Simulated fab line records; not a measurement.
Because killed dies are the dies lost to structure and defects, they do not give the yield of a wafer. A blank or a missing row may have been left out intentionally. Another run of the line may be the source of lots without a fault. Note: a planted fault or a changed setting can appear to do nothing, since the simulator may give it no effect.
A sampling plan put to the test + flow gf180mcu + one fab line, 64 faults that these records tell of, each judged on the records of the lots that it struck; 1 more is left out, because the records don't allow judging it
The plan is the line's own looks: the steps of the route at which a gauge or an inspection reads the wafer and doesn't change it. Where struck wafers have a number at a look and the file lists that look's usual mean and standard deviation on fault-free wafers, the look can be judged. Caught: a look later than the fault's first step finds the struck wafers' mean 4 or more of those standard deviations (sigma) from the usual mean. On the tool: the fault's steps, tested the same way using the tool's own readings. It also counts as caught if the struck wafers ran another recipe or if their record alone is blank.

THE FAULTS, as the simulator had put them in
1. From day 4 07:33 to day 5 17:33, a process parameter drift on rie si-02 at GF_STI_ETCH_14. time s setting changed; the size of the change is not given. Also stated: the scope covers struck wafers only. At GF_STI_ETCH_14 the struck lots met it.
2. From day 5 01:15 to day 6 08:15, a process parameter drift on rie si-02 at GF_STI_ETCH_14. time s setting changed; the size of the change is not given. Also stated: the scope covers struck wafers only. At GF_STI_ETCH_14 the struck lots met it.
3. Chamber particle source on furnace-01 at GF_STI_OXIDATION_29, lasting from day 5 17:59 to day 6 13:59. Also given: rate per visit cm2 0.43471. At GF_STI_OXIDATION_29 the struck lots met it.
4. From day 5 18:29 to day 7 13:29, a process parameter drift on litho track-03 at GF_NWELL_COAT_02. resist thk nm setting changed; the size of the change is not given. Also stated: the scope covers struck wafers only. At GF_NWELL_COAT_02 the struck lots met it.
5. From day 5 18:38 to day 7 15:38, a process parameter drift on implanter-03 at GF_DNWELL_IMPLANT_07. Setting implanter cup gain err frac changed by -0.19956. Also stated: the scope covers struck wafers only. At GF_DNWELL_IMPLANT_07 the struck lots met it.
6. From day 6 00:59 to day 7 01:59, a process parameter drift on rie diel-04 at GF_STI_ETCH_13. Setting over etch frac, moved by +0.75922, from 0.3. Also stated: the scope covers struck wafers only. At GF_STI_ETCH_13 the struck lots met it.
7. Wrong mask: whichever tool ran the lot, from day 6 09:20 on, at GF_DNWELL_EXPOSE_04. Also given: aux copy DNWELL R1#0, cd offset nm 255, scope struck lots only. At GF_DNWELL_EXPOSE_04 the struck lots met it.
8. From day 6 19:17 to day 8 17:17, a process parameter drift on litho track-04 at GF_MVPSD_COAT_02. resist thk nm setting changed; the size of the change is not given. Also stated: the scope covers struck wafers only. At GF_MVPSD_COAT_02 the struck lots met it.
9. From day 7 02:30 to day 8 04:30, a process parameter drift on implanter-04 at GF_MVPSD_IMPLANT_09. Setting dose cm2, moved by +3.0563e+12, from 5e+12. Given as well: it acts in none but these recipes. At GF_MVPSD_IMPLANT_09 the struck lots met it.
10. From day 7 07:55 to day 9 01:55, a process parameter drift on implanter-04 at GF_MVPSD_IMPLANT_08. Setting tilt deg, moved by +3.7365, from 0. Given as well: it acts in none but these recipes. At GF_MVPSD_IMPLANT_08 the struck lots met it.
11. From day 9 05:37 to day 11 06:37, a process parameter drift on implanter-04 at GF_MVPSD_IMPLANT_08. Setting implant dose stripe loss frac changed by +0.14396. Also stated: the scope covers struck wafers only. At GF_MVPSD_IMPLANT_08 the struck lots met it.
12. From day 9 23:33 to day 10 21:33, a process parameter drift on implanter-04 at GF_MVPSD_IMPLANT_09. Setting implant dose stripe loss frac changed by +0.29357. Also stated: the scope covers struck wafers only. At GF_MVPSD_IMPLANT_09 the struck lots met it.
13. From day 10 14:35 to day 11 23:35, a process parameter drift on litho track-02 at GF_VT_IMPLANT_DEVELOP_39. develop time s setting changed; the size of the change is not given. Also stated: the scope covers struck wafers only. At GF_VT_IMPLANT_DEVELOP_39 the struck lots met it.
14. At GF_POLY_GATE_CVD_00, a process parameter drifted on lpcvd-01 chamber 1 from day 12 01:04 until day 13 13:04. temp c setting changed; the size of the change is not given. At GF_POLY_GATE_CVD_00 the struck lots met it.
15. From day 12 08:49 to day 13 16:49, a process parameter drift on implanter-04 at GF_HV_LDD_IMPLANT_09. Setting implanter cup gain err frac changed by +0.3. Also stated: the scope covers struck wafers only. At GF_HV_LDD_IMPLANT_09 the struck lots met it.
16. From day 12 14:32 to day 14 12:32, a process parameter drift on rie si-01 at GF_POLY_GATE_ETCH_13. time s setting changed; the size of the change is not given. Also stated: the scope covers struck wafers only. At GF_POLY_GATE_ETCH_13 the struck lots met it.
17. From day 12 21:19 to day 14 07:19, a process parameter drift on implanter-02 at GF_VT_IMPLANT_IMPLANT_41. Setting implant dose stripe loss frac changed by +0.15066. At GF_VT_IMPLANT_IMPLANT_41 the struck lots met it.
18. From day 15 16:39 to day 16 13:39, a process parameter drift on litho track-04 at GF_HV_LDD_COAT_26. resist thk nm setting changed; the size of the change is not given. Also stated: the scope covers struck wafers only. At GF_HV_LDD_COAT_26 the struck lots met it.
19. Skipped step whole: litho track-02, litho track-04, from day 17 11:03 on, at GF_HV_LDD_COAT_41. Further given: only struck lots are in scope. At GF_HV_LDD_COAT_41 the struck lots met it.
20. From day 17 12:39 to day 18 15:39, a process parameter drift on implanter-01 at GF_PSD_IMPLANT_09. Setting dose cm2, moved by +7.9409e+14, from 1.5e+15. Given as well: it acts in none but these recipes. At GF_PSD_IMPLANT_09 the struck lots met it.
21. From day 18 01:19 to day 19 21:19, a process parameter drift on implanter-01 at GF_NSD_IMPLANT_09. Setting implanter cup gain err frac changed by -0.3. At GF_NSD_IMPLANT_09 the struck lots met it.
22. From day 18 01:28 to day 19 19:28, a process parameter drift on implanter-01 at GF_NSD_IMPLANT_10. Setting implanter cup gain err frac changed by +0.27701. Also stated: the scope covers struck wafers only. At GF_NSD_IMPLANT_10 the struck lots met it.
23. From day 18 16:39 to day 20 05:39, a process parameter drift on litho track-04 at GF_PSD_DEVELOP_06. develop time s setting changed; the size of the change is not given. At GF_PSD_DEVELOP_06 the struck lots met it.
24. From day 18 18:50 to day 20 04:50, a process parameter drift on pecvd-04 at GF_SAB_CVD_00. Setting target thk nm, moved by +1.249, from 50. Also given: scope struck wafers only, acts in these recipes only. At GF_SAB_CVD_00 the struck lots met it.
25. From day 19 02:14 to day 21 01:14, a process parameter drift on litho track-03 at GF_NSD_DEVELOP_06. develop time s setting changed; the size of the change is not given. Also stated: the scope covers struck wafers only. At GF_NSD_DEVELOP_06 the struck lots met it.
26. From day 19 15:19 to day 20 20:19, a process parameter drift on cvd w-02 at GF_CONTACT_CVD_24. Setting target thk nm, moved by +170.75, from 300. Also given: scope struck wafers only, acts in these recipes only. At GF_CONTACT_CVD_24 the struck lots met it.
27. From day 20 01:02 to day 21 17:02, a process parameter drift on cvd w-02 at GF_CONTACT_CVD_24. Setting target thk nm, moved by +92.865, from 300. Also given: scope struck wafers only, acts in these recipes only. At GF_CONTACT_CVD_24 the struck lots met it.
28. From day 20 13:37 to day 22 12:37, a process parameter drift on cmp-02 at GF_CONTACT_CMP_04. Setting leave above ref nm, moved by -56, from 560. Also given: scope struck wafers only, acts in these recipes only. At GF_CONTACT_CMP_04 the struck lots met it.
29. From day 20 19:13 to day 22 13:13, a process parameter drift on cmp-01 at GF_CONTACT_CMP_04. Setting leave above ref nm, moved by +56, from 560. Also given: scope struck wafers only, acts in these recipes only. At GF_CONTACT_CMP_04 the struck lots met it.
30. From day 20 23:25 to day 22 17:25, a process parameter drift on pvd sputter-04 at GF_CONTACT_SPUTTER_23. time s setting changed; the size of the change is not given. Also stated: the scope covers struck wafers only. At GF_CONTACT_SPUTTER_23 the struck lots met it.
31. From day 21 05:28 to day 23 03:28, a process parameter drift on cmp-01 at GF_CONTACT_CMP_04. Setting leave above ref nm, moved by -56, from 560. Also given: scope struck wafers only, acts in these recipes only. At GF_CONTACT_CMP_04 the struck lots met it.
32. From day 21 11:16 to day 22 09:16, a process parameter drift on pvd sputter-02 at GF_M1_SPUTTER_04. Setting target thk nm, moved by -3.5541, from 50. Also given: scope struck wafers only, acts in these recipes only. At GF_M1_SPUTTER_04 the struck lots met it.
33. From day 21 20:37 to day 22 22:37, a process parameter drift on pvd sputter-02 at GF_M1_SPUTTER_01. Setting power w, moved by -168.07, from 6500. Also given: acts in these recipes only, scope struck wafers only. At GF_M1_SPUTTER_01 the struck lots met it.
34. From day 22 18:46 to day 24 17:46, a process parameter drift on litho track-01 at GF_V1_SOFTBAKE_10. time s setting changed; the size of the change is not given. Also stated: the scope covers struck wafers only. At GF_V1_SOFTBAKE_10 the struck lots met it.
35. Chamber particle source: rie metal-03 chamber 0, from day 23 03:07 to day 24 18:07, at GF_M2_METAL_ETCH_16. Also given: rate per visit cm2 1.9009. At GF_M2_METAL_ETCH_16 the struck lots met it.
36. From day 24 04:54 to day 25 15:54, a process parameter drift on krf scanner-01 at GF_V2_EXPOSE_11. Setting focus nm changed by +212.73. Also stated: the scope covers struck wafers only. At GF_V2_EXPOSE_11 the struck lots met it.
37. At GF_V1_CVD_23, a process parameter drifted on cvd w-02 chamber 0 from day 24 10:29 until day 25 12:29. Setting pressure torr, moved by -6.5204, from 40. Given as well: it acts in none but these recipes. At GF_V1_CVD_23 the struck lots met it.
38. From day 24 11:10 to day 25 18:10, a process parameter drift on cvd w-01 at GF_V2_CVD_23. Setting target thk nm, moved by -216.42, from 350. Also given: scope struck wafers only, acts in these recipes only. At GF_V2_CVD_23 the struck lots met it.
39. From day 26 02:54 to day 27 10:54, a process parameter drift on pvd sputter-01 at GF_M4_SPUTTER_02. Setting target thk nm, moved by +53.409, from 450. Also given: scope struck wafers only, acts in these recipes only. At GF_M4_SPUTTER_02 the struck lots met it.
40. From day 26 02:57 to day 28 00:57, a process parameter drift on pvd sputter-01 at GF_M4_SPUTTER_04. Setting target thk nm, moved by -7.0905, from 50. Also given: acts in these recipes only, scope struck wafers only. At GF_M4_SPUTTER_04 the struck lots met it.
41. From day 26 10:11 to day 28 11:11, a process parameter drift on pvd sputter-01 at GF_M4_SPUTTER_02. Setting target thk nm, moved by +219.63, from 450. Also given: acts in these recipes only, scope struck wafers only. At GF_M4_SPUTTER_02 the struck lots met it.
42. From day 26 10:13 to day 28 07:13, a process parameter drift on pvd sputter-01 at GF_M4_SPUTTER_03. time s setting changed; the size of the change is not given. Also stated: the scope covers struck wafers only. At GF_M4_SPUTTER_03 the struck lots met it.
43. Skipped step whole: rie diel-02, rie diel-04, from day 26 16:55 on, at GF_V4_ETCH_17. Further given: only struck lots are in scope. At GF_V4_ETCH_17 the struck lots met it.
44. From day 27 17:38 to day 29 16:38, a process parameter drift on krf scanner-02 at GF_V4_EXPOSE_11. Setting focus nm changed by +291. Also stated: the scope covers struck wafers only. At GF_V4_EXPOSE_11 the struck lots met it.
45. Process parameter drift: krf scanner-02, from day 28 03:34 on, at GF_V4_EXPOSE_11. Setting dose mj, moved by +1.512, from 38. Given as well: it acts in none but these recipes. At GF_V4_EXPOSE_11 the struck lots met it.
46. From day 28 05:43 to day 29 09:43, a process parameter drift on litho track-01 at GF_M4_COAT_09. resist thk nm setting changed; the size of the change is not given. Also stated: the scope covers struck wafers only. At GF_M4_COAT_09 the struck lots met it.
47. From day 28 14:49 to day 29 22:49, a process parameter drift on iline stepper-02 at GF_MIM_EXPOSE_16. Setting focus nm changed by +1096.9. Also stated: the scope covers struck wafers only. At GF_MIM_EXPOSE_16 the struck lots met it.
48. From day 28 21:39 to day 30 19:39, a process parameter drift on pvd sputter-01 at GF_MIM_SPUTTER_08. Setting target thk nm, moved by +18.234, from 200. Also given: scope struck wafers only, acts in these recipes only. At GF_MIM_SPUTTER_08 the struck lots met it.
49. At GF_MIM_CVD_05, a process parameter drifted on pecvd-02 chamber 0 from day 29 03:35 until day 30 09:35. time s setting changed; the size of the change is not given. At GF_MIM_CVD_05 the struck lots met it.
50. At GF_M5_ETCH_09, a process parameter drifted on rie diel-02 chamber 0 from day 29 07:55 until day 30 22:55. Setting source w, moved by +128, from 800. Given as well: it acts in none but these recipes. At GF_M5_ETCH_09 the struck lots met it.
51. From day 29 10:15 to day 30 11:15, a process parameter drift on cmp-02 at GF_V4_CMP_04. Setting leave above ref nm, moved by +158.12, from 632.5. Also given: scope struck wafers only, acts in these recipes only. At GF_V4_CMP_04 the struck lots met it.
52. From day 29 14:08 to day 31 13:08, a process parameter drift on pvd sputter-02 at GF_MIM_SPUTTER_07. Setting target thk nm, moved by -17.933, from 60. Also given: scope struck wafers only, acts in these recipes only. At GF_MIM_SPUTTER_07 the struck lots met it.
53. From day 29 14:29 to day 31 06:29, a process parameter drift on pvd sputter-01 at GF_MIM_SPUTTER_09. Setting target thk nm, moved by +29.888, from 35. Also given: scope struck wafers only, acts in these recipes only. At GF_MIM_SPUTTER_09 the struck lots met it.
54. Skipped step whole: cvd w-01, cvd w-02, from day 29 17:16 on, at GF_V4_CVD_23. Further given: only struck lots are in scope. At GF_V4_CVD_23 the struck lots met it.
55. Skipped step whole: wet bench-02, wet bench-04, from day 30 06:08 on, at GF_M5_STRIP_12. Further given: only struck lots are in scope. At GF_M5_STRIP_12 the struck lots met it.
56. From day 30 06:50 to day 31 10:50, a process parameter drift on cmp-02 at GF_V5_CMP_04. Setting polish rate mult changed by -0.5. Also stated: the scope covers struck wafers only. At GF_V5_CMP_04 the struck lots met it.
57. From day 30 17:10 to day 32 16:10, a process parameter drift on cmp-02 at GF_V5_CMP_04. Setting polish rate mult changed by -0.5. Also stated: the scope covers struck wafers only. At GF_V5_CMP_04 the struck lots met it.
58. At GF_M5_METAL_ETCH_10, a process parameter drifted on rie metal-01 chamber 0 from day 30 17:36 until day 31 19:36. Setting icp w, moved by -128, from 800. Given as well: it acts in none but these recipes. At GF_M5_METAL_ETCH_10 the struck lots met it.
59. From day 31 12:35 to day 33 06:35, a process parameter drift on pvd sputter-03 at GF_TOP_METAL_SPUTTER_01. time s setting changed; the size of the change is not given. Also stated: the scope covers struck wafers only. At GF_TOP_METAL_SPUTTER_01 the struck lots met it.
60. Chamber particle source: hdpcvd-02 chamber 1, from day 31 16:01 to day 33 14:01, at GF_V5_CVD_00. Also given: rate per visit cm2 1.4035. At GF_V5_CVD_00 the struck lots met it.
61. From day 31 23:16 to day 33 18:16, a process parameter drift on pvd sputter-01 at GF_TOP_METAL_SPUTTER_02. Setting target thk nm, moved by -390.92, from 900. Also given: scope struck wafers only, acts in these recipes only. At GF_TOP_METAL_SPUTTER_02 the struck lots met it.
62. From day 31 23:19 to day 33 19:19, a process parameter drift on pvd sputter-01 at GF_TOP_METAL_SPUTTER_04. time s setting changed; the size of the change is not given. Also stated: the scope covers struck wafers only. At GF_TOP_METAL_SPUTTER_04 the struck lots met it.
63. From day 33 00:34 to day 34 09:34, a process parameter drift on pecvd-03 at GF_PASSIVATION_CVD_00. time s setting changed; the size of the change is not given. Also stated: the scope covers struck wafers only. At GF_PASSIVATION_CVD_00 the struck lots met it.
64. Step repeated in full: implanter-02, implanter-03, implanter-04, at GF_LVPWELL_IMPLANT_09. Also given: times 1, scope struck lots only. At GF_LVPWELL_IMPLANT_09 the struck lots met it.

WHAT THE PLAN SAW
| fault | on the tool itself                               | first look that catches it                       | reading, sigma                                                  | median hours from its first step to that look | hours from the fault's start to the first struck lot there | judged looks passed uncaught |
|-------|--------------------------------------------------|--------------------------------------------------|-----------------------------------------------------------------|-----------------------------------------------|------------------------------------------------------------|------------------------------|
| 1     | run length s -23 sigma                           | no look after it can be judged                   | -                                                               | -                                             | -                                                          | 0                            |
| 2     | run length s +13 sigma                           | no look after it can be judged                   | -                                                               | -                                             | -                                                          | 0                            |
| 3     | under 2 sigma                                    | not the one look that can be judged after it     | -                                                               | -                                             | -                                                          | 1                            |
| 4     | no reading that can be judged                    | no look after it can be judged                   | -                                                               | -                                             | -                                                          | 0                            |
| 5     | beam on s +12 sigma                              | GF_DNWELL_TW_MEAS_09                             | DNWELL_TW +13                                                   | 0.2                                           | 8                                                          | 0                            |
| 6     | oes product au -29 sigma                         | none of the 3 looks that can be judged after it  | -                                                               | -                                             | -                                                          | 3                            |
| 7     | no reading that can be judged                    | no look after it can be judged                   | -                                                               | -                                             | -                                                          | 0                            |
| 8     | under 2 sigma                                    | GF_VT_IMPLANT_TW_MEAS_10                         | VT_IMPLANT_TW +41                                               | 25.8                                          | 40                                                         | 0                            |
| 9     | dose ions cm2 +99 or beyond sigma                | GF_MVPSD_TW_MEAS_11                              | MVPSD_TW +6.9                                                   | 0.2                                           | 2                                                          | 0                            |
| 10    | tilt deg +99 or beyond sigma                     | GF_MVPSD_TW_MEAS_11                              | MVPSD_TW +22                                                    | 0.4                                           | 5                                                          | 0                            |
| 11    | no reading that can be judged                    | none of the 5 looks that can be judged after it  | -                                                               | -                                             | -                                                          | 5                            |
| 12    | under 2 sigma                                    | none of the 5 looks that can be judged after it  | strongest: VT_IMPLANT_01_OVL at GF_VT_IMPLANT_OVL_MEAS_18, +2.6 | -                                             | -                                                          | 5                            |
| 13    | no reading that can be judged                    | GF_VT_IMPLANT_TW_MEAS_43                         | VT_IMPLANT_4_TW -99 or beyond                                   | 0.4                                           | 8                                                          | 0                            |
| 14    | susceptor temp C +29 sigma                       | GF_POLY_GATE_THK_MEAS_01                         | POLY_GATE_CVD_00_THK +22                                        | 2.0                                           | 5                                                          | 0                            |
| 15    | faraday current uA +17 sigma                     | GF_HV_LDD_TW_MEAS_11                             | HV_LDD_TW -14                                                   | 0.2                                           | 3                                                          | 0                            |
| 16    | run length s -7.0 sigma                          | none of the 10 looks that can be judged after it | -                                                               | -                                             | -                                                          | 10                           |
| 17    | under 2 sigma                                    | none of the 3 looks that can be judged after it  | strongest: VT_IMPLANT_4_TW at GF_VT_IMPLANT_TW_MEAS_43, -3.6    | -                                             | -                                                          | 3                            |
| 18    | under 2 sigma                                    | not the one look that can be judged after it     | -                                                               | -                                             | -                                                          | 1                            |
| 19    | the tool's record is blank for the struck wafers | no look after it can be judged                   | -                                                               | -                                             | -                                                          | 0                            |
| 20    | dose ions cm2 +99 or beyond sigma                | GF_PSD_TW_MEAS_11                                | PSD_TW +9.4                                                     | 0.2                                           | 7                                                          | 0                            |
| 21    | beam on s +4.4 sigma                             | GF_PSD_RS_MEAS_14                                | NSD_RS -16                                                      | 25.3                                          | 40                                                         | 0                            |
| 22    | faraday current uA +15 sigma                     | GF_PSD_RS_MEAS_14                                | NSD_RS +16                                                      | 25.1                                          | 41                                                         | 0                            |
| 23    | under 2 sigma                                    | not the one look that can be judged after it     | strongest: cd nm at GF_PSD_CD_MEAS_07, -3.9                     | -                                             | -                                                          | 1                            |
| 24    | under 2 sigma                                    | none of the 3 looks that can be judged after it  | strongest: SAB_CVD_00_THK at GF_SAB_THK_MEAS_01, +2.2           | -                                             | -                                                          | 3                            |
| 25    | no reading that can be judged                    | GF_NSD_CD_MEAS_07                                | cd nm +13                                                       | 0.1                                           | 9                                                          | 0                            |
| 26    | under 2 sigma                                    | GF_CONTACT_RS_MEAS_25                            | CONTACT_W_RS -36                                                | 0.1                                           | 7                                                          | 0                            |
| 27    | under 2 sigma                                    | GF_CONTACT_RS_MEAS_25                            | CONTACT_W_RS -23                                                | 0.1                                           | 3                                                          | 0                            |
| 28    | only faintly: time to endpoint s +3.0 sigma      | none of the 5 looks that can be judged after it  | -                                                               | -                                             | -                                                          | 5                            |
| 29    | only faintly: time to endpoint s -3.9 sigma      | none of the 2 looks that can be judged after it  | -                                                               | -                                             | -                                                          | 2                            |
| 30    | under 2 sigma                                    | no look after it can be judged                   | -                                                               | -                                             | -                                                          | 0                            |
| 31    | only faintly: time to endpoint s +3.8 sigma      | no look after it can be judged                   | -                                                               | -                                             | -                                                          | 0                            |
| 32    | under 2 sigma                                    | none of the 7 looks that can be judged after it  | -                                                               | -                                             | -                                                          | 7                            |
| 33    | cathode dc power W -99 or beyond sigma           | no look after it can be judged                   | -                                                               | -                                             | -                                                          | 0                            |
| 34    | heater power total W +95 sigma                   | none of the 2 looks that can be judged after it  | strongest: cd nm at GF_V1_CD_MEAS_14, -2.5                      | -                                             | -                                                          | 2                            |
| 35    | under 2 sigma                                    | no look after it can be judged                   | -                                                               | -                                             | -                                                          | 0                            |
| 36    | no reading that can be judged                    | none of the 2 looks that can be judged after it  | strongest: cd nm at GF_V2_CD_MEAS_14, +3.1                      | -                                             | -                                                          | 2                            |
| 37    | chamber pressure Torr -73 sigma                  | GF_V1_RS_MEAS_24                                 | V1_W_RS +8.8                                                    | 0.1                                           | 4                                                          | 0                            |
| 38    | under 2 sigma                                    | GF_V2_RS_MEAS_24                                 | V2_W_RS +99 or beyond                                           | 0.1                                           | 6                                                          | 0                            |
| 39    | under 2 sigma                                    | GF_M4_RS_MEAS_05                                 | M4_ALCU_RS -10                                                  | 0.1                                           | 2                                                          | 0                            |
| 40    | under 2 sigma                                    | none of the 7 looks that can be judged after it  | strongest: M4_OVL at GF_M4_OVL_MEAS_15, -2.1                    | -                                             | -                                                          | 7                            |
| 41    | under 2 sigma                                    | GF_M4_RS_MEAS_05                                 | M4_ALCU_RS -32                                                  | 0.1                                           | 6                                                          | 0                            |
| 42    | under 2 sigma                                    | no look after it can be judged                   | -                                                               | -                                             | -                                                          | 0                            |
| 43    | the tool's record is blank for the struck wafers | no look after it can be judged                   | -                                                               | -                                             | -                                                          | 0                            |
| 44    | under 2 sigma                                    | GF_V4_CD_MEAS_14                                 | cd nm +4.3                                                      | 9.5                                           | 15                                                         | 0                            |
| 45    | exposure dose mJ cm2 +34 sigma                   | GF_V4_CD_MEAS_14                                 | cd nm +4.5                                                      | 9.5                                           | 14                                                         | 0                            |
| 46    | no reading that can be judged                    | no look after it can be judged                   | -                                                               | -                                             | -                                                          | 0                            |
| 47    | under 2 sigma                                    | no look after it can be judged                   | -                                                               | -                                             | -                                                          | 0                            |
| 48    | under 2 sigma                                    | GF_MIM_RS_MEAS_10                                | MIM_ALCU_RS -8.7                                                | 0.1                                           | 12                                                         | 0                            |
| 49    | run length s +15 sigma                           | GF_MIM_THK_MEAS_06                               | MIM_CVD_05_THK +21                                              | 0.0                                           | 8                                                          | 0                            |
| 50    | rf fwd power W +27 sigma                         | no look after it can be judged                   | -                                                               | -                                             | -                                                          | 0                            |
| 51    | time to endpoint s -10 sigma                     | no look after it can be judged                   | -                                                               | -                                             | -                                                          | 0                            |
| 52    | under 2 sigma                                    | none of the 2 looks that can be judged after it  | -                                                               | -                                             | -                                                          | 2                            |
| 53    | under 2 sigma                                    | GF_MIM_THK_MEAS_11                               | MIM_ALCU_THK -4.6                                               | 3.0                                           | 8                                                          | 1                            |
| 54    | the tool's record is blank for the struck wafers | GF_V4_RS_MEAS_24                                 | V4_W_RS +99 or beyond                                           | 0.1                                           | 2                                                          | 0                            |
| 55    | the tool's record is blank for the struck wafers | no look after it can be judged                   | -                                                               | -                                             | -                                                          | 0                            |
| 56    | under 2 sigma                                    | not the one look that can be judged after it     | -                                                               | -                                             | -                                                          | 1                            |
| 57    | under 2 sigma                                    | not the one look that can be judged after it     | -                                                               | -                                             | -                                                          | 1                            |
| 58    | rf fwd power W -49 sigma                         | no look after it can be judged                   | -                                                               | -                                             | -                                                          | 0                            |
| 59    | under 2 sigma                                    | no look after it can be judged                   | -                                                               | -                                             | -                                                          | 0                            |
| 60    | no reading that can be judged                    | not the one look that can be judged after it     | -                                                               | -                                             | -                                                          | 1                            |
| 61    | under 2 sigma                                    | GF_TOP_METAL_RS_MEAS_05                          | TOP_METAL_ALCU_RS +70                                           | 0.1                                           | 2                                                          | 0                            |
| 62    | under 2 sigma                                    | none of the 4 looks that can be judged after it  | -                                                               | -                                             | -                                                          | 4                            |
| 63    | run length s -45 sigma                           | GF_PASSIVATION_THK_MEAS_01                       | PASSIVATION_CVD_00_THK -13                                      | 0.1                                           | 12                                                         | 0                            |
| 64    | under 2 sigma                                    | GF_LVPWELL_TW_MEAS_11                            | LVPWELL_TW +14                                                  | 0.6                                           | -                                                          | 0                            |
A dash: this means the fault isn't caught or the number doesn't appear in these records.

Caught at a look: 26 of 64. Caught on the tool: 25 of 64. By one or the other: 38 of 64.
On the tool alone, faults 1, 2, 6, 16, 19, 33, 34, 43, 50, 51, 55, 58 were caught.
Caught at a look alone: faults 8, 13, 25, 26, 27, 38, 39, 41, 44, 48, 53, 61, 64.
Caught by neither: faults 3, 4, 7, 11, 12, 17, 18, 23, 24, 28, 29, 30, 31, 32, 35, 36, 40, 42, 46, 47, 52, 56, 57, 59, 60, 62.

THINNER SAMPLING
If the look that catches a fault measured only every second or every third lot, by lot number, the first struck lot would be measured this late in the worst case:
| fault | struck lots at that look, in order of time | every lot | every second lot | every third lot |
|-------|--------------------------------------------|-----------|------------------|-----------------|
| 5     | L898, L899, L905                           | 8 h       | 11 h             | may miss all 3  |
| 8     | L807, L809                                 | 40 h      | may miss all 2   | may miss all 2  |
| 9     | L445, L446                                 | 2 h       | 10 h             | may miss all 2  |
| 10    | L162, L167                                 | 5 h       | 39 h             | may miss all 2  |
| 13    | L847, L848, L850                           | 8 h       | 15 h             | may miss all 3  |
| 14    | L958, L959, L961                           | 5 h       | 22 h             | may miss all 3  |
| 15    | L561, L562                                 | 3 h       | 7 h              | may miss all 2  |
| 20    | L344, L346                                 | 7 h       | may miss all 2   | may miss all 2  |
| 21    | L337, L336, L340                           | 40 h      | 41 h             | may miss all 3  |
| 22    | L725, L729                                 | 41 h      | may miss all 2   | may miss all 2  |
| 25    | L466, L467, L469                           | 9 h       | 22 h             | may miss all 3  |
| 26    | L609, L610, L611                           | 7 h       | 13 h             | 25 h            |
| 27    | L207, L208, L209                           | 3 h       | 15 h             | 25 h            |
| 37    | L832, L833                                 | 4 h       | 16 h             | may miss all 2  |
| 38    | L242, L243, L245                           | 6 h       | 16 h             | may miss all 3  |
| 39    | L230                                       | 2 h       | may miss it      | may miss it     |
| 41    | L196                                       | 6 h       | may miss it      | may miss it     |
| 44    | L914, L915                                 | 15 h      | 24 h             | may miss all 2  |
| 45    | L826, L831                                 | 14 h      | 45 h             | may miss all 2  |
| 48    | L996, L998                                 | 12 h      | may miss all 2   | may miss all 2  |
| 49    | L177, L180                                 | 8 h       | 16 h             | may miss all 2  |
| 53    | L767, L769, L772                           | 8 h       | 41 h             | may miss all 3  |
| 54    | L897, L898, L899                           | 2 h       | 9 h              | 18 h            |
| 61    | L107, L112                                 | 2 h       | 28 h             | may miss all 2  |
| 63    | L364                                       | 12 h      | may miss it      | may miss it     |
Hours: fault start to first struck lot measured. 4 sigma limit: tested on the pooled struck wafers, so a lone lot may be under it. Other struck lots may not be in these records.

THE LONGEST TIMED WAY FROM STEP TO LOOK
Fault 8: median gap of 25.8 hours between GF_MVPSD_COAT_02 and GF_VT_IMPLANT_TW_MEAS_10. No look between them can be judged.
